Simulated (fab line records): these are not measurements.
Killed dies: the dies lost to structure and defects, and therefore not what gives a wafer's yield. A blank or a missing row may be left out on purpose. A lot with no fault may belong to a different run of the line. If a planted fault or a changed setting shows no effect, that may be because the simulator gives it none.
Code-filled problem report in 8D (eight disciplines) form | flow sky130 | the parts of the form that need people (team, actions taken, sign-off) are left out

1. PROBLEM STATEMENT
VIA1_HDPCVD_THK at SKY_VIA1_THK_MEAS_01 reads a mean of 504 nm on 1 wafer of 1 lot; wafers without a fault read 1027 nm with a standard deviation of 14. That is -37 standard deviations from the usual mean.
First seen on wafer L669.5, day 36 10:16, on film-metro-03. Wafers with a number at this step in the record: 21, from 7 lots. Rule for "out", or "out of limits": more than 4 standard deviations from the usual mean. The other wafers with a number count as sound.

2. WHAT THIS IS AND IS NOT
question                    | is                | is not
which readings at this step | VIA1_HDPCVD_THK   | -
which lots                  | L669              | L658, L659, L660, L676, L677, L678
which wafers of those lots  | L669.5            | L669.1, L669.4
read on which gauges        | film-metro-03     | film-metro-01, film-metro-02
when                        | from day 36 10:16 | up to then (11 sound wafers); but 9 sound wafers of L676, L677, L678 came after

3. WHAT RULES OUT EACH SUSPECT
Counting: if a tool at a process step up to the reading ran every lot that is out, it stays a suspect. Sound lots after the first of them don't rule it out here, since some wafers of a struck lot are sound.
- the gauge at SKY_VIA1_THK_MEAS_01 has been ruled out. All the wafers that are out were read on film-metro-03, but those of them that SKY_VIA1_HDPCVD_00 has rows for are out there too, on other tools.
- plasma-asher-03 at SKY_CONTACT_STRIP_19 (strips in O2/N2): kept. It ran the lot that is out, L669 (day 35 05:24); its last sound lot up to then is L658 (day 31 08:37).
- pvd-sputter-04 at SKY_METAL1_SPUTTER_00 (material Ti, target thk 15 nm, time 10 s): kept. It ran the lot that is out, L669 (day 35 06:45).
- hdpcvd-02 at SKY_VIA1_HDPCVD_00 (deposits SiO2, target thk 1030 nm, time 171.7 s): kept. It ran the lot that is out, L669 (day 36 10:09). Out on those wafers are its own readings of sih4-flow-sccm.
- Within plasma-asher-03 at SKY_CONTACT_STRIP_19: the wafers that are out ran in chamber 1; their sound lot-mates ran in chamber 0.
- At SKY_VIA1_HDPCVD_00, inside hdpcvd-02: chamber 0 took the wafers that are out, while their sound lot-mates went through chambers 1, 2.
The count leaves plasma-asher-03 at SKY_CONTACT_STRIP_19, pvd-sputter-04 at SKY_METAL1_SPUTTER_00, and hdpcvd-02 at SKY_VIA1_HDPCVD_00.

4. THE CAUSE (what the simulator had put in)
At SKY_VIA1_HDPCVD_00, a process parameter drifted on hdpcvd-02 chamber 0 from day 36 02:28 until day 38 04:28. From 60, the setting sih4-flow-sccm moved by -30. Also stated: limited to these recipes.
3 suspects survive the count, and this tool is in that group.

5. SEQUENCE OF EFFECTS, ordered by route
Each row: a reading whose mean over the struck wafers that have a number lies more than 3 standard deviations from the usual. Readings are gone through only where the record gives a usual standard deviation; hours: the median, over the lots, of the time from a lot's start at the first step in this table giving one to that lot's start at this step; sigmas: the change measured in usual standard deviations.
hours | step                 | reading         | usual      | on struck wafers | change | sigmas
0     | SKY_VIA1_HDPCVD_00   | sih4-flow-sccm  | 60.00 sccm | 30.06            | -29.94 | -99 or more
0     | SKY_VIA1_THK_MEAS_01 | VIA1_HDPCVD_THK | 1027 nm    | 504              | -523   | -37
Here are the process steps it includes:
- SKY_VIA1_HDPCVD_00: deposits SiO2, target thk 1030 nm, time 171.7 s.
Later measuring or inspecting steps at which every struck wafer that the step has a row for has a number for every such reading, and none has moved that far: SKY_VIA1_BOW_MEAS_03.

6. WHAT WOULD HAVE CAUGHT IT SOONER
The first out-of-limits reading at a measuring or inspecting step in this record came at day 36 10:16, 8 hours after the fault's start at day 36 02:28.
At SKY_VIA1_HDPCVD_00, the tool's own readings (sih4-flow-sccm) were out on each struck wafer the step has a row for, so an alarm limit on them would have fired on the first such wafer.
Lots out: 1; all had begun SKY_VIA1_HDPCVD_00 on hdpcvd-02 by day 36 10:16. A hold on the tool at that time would have spared none of them.
